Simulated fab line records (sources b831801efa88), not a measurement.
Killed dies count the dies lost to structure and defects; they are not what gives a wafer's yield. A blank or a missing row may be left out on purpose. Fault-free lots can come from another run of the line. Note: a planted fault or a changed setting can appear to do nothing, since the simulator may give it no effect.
Struck lot and sound lot, side by side -- flow gf180mcu -- 21 out of 602 route steps
Sound: wafers L277.2, L277.3, L277.6. Wafers struck: L268.1, L268.2, L268.4. The cause is given at the end.
At each step with rows: each side's tool, then ch and its chambers, then its first start. Under that, the readings that differ: sound wafers -- struck wafers -- difference of the means -- sigmas: that difference in standard deviations of wafers without a fault.
alike: readings with means less than 2 such deviations apart, plus words and numbers identical on both sides. not compared: withheld readings, readings lacking a value on some wafer, bounds such as >300 that could conceal the same value, and numbers that have no deviation in the record and whose values overlap.
The two part at a step that has a row with sigmas, a row that says differs or no value, or rows on one side only. Numbers that don't overlap but have no deviation are shown without sigmas and don't part them. A reading that every wafer of one side lacks parts them only if that side has two wafers or more.

first, 2 steps without rows for these wafers: GF_M5_CLEAN_13 (cleans in DIW); GF_V5_CVD_00 (deposits SiO2, target thk 300 nm, time 50 s).
GF_V5_THK_MEAS_01:
  sound on film metro-04 at day 32 04:33; struck on film metro-03 at day 29 21:28
  alike: V5_CVD_00_THK
GF_V5_CVD_02: deposits SiO2 from TEOS, target thk 1450 nm, time 163.28 s.
  sound on pecvd-03 ch 0,1, day 32 04:36; struck on pecvd-02 ch 0,1, day 29 21:31
  alike: heater power w
  not compared: since wet clean h
GF_V5_THK_MEAS_03:
  sound on film metro-02 at day 32 04:43; struck on film metro-03 at day 29 21:37
  alike: V5_CVD_02_THK
GF_V5_CMP_04: polishes SiO2.
  sound on cmp-02 ch 0,3, day 32 04:49; struck on cmp-01 ch 0,1,3, day 29 21:44
  alike: motor current A, platen rpm
GF_V5_BOW_MEAS_05:
  sound on film metro-03 at day 32 05:05; struck on film metro-04 at day 29 21:59
  alike: V5_BOW
then, 5 steps without rows for these wafers: GF_V5_DEHYDRATE_06 (time 60 s); GF_V5_HMDS_07 (prime time 60 s); GF_V5_COAT_08; GF_V5_COAT_09 (resist thk 1000 nm); GF_V5_SOFTBAKE_10 (time 60 s).
GF_V5_EXPOSE_11: exposes mask Via5, target cd 260 nm.
  sound on krf scanner-01 ch 0, day 32 14:25; struck on krf scanner-02 ch 0, day 30 07:37
  alike: mask, focus offset nm
then, 2 steps without rows for these wafers: GF_V5_PEB_12 (peb time 90 s); GF_V5_DEVELOP_13 (develop time 60 s).
GF_V5_CD_MEAS_14: target cd 260 nm.
  sound on cd sem-02 at day 32 21:11; struck on cd sem-02 at day 30 16:02
reading,sound,struck,difference,sigmas
cd nm (nm),261.2 260.2 260.2,263.9 263.5 262.0,+2.6,+3
GF_V5_OVL_MEAS_15:
  sound on overlay-02 at day 32 21:17; struck on overlay-02 at day 30 16:10
  alike: V5_OVL
GF_V5_ETCH_16: etches BARC in N2/H2.
  sound on rie diel-02 ch 0,1, day 32 21:19; struck on rie diel-01 ch 0,1,3, day 30 16:11
  alike: drypump motor current A, oes product au, throttle valve pct
  not compared: model.V5.cd nm
GF_V5_ETCH_17: etches SiO2 in C4F8/O2/Ar, stops on TiN, target depth 855 nm.
  sound on rie diel-02 ch 0,1; struck on rie diel-01 ch 0,1,3
reading,sound,struck,difference,sigmas
model.V5.cd nm (nm),261.4 261.9 261.5,264.8 264.2 262,+2.1,
  alike: oes product au
GF_V5_STRIP_18: strips in O2/N2.
  sound on plasma asher-02 ch 0,1, day 32 21:29; struck on plasma asher-04 ch 0,1, day 30 16:21
  alike: drypump motor current A, heater power w, oes product au
  not compared: rf hours counter h
GF_PASSIVATION_PROBE_99:
  sound wafers here have rows in the record (prober-02, day 34 08:14); struck ones have none

== WHERE THEY PART ==
First at GF_V5_CD_MEAS_14; last, within this record, at GF_PASSIVATION_PROBE_99.

WHY: what the simulator had put in
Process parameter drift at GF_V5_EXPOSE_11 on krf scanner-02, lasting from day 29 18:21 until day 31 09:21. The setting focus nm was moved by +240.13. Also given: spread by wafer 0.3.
